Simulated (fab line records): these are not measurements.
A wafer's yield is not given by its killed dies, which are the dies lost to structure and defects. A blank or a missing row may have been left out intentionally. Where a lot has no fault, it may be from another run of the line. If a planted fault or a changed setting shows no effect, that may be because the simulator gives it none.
Struck lot and sound lot, side by side    flow sfq-line    17 out of 325 route steps
Sound: wafers L508.1, L508.3, L508.5. Wafers L519.1, L519.3, L519.6 were the ones struck. At the end, the cause is stated.
At each step with rows: each side's tool, then ch and its chambers, then its first start. Under that, the readings that differ: sound wafers    struck wafers    difference of the means    sigmas: that difference in standard deviations of wafers without a fault.
alike: same words and numbers on both sides, and readings whose means sit less than 2 such deviations apart. not compared: any withheld reading, any reading some wafer has no value for, any bound like >300 that may hide the same value, and any number with overlapping values for which the record gives no deviation.
Wherever a step has rows on one side only, a row that says differs or no value, or a row with sigmas, the two part there. Non-overlapping numbers with no deviation appear without sigmas and do not part them. A reading that every wafer of one side lacks parts them only if that side has two wafers or more.

SFQ_TRILAYER_L0_VIA_BARC_OPEN_VIA_ETCH_021: etches BARC in O2, target depth 125 nm, time 41.7 s.
  sound on rie-diel-02 ch 0,1, day 10 06:28; struck on rie-diel-04 ch 1,2,3, day 13 12:43
  alike: drypump-motor-current-A, oes-product-au
  not compared: rf-hours-counter-h
SFQ_TRILAYER_L0_VIA_ETCH_VIA_ETCH_016: etches SiO2 in CHF3, stops on MoNx KI, target depth 80 nm.
  sound on rie-diel-02 ch 0,1, day 10 06:31; struck on rie-diel-04 ch 1,2,3, day 13 12:46
  alike: drypump-motor-current-A, oes-product-au
SFQ_TRILAYER_L0_VIA_STRIP_STRIP_017: strips in O2.
  sound on rie-metal-03 ch 0,1, day 10 06:34; struck on rie-metal-02 ch 0,1, day 13 12:49
  alike: drypump-motor-current-A, oes-product-au
  not compared: rf-hours-counter-h
then, 2 steps without rows for these wafers: SFQ_TRILAYER_L0_VIA_STRIP_SOLV_CLEAN_018 (cleans in NMP, time 600 s); SFQ_TRILAYER_M0_DEP_PRE_CLEAN_020 (time 15 s).
SFQ_TRILAYER_M0_DEP_SPUTTER_019: material Nb, target thk 200 nm, time 133.3 s.
  struck on pvd-sputter-06, day 13 13:37; sound on pvd-sputter-03, day 10 07:22
  alike: base-pressure-pa, throttle-valve-pct
SFQ_M0_RS_MEAS_904: measures by four-point-probe.
  struck on film-metro-02, day 13 13:42; sound on film-metro-02, day 10 07:27
  alike: M0_NB_RS
then, 4 steps without rows for these wafers: SFQ_TRILAYER_M0_LITHO_COAT_026 (resist thk 62 nm); SFQ_TRILAYER_M0_LITHO_COAT_021 (resist thk 600 nm); SFQ_TRILAYER_M0_LITHO_SOFTBAKE_025; SFQ_TRILAYER_M0_LITHO_EXPOSE_022 (exposes mask M0, target cd 500 nm).
-- the record jumps here: 6 days lie between the struck wafers' starts before and after --
SFQ_TRILAYER_M0_LITHO_PEB_024: peb time 60 s.
  sound on litho-track-02 ch 0, day 15 07:35; struck on litho-track-03 ch 0, day 19 01:58
reading                   sound                 struck                difference  sigmas
heater-power-total-W (W)  79.08 79.10 79.21     88.83 88.88 88.80     +9.71       +99 or more
plate-temp-C (C)          114.81 114.92 114.81  125.26 125.51 125.38  +10.54      +81
then, 1 step without rows for these wafers: SFQ_TRILAYER_M0_LITHO_DEVELOP_023 (time 60 s).
SFQ_M0_OVL_MEAS_906:
  struck on overlay-02, day 19 02:16; sound on overlay-02, day 15 07:53
  alike: M0_OVL
SFQ_TRILAYER_M0_BARC_OPEN_METAL_ETCH_031: etches BARC in O2, target depth 125 nm, time 41.7 s.
  sound on rie-metal-01 ch 0,1, day 15 07:55; struck on rie-metal-04 ch 0, day 19 02:18
reading                      sound              struck             difference  sigmas
drypump-motor-current-A (A)  5.71 5.84 5.81     5.17 5.17 5.17     -0.62       -3
model.M0.cd-nm (nm)          499.3 501.8 500.1  365.7 365.8 366.3  -134.5      
  alike: oes-product-au
  not compared: rf-hours-counter-h
SFQ_TRILAYER_M0_ETCH_METAL_ETCH_024: etches Nb in Cl2/Ar, stops on SiO2, target depth 240 nm, time 120 s.
  sound on rie-metal-01 ch 0,1, day 15 07:59; struck on rie-metal-04 ch 0, day 19 02:25
reading                      sound           struck           difference  sigmas
drypump-motor-current-A (A)  5.72 5.81 5.81  5.16 5.18 5.18   -0.61       -3
model.M0.cd-nm (nm)          498.9 502 500   364 365.2 364.5  -136        
  alike: oes-product-au
  not compared: rf-hours-counter-h
SFQ_TRILAYER_M0_STRIP_STRIP_025: strips in O2.
  sound on rie-metal-01 ch 0,1, day 15 08:07; struck on rie-metal-04 ch 0, day 19 02:40
reading                      sound           struck          difference  sigmas
drypump-motor-current-A (A)  5.69 5.83 5.80  5.18 5.16 5.17  -0.60       -3
  alike: oes-product-au
  not compared: rf-hours-counter-h

== WHERE THEY PART ==
First at SFQ_TRILAYER_M0_LITHO_PEB_024; last, within this record, at SFQ_TRILAYER_M0_STRIP_STRIP_025.

WHY: the cause the simulator had injected
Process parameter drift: litho-track-03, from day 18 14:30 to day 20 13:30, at SFQ_TRILAYER_M0_LITHO_PEB_024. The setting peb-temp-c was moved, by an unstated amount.
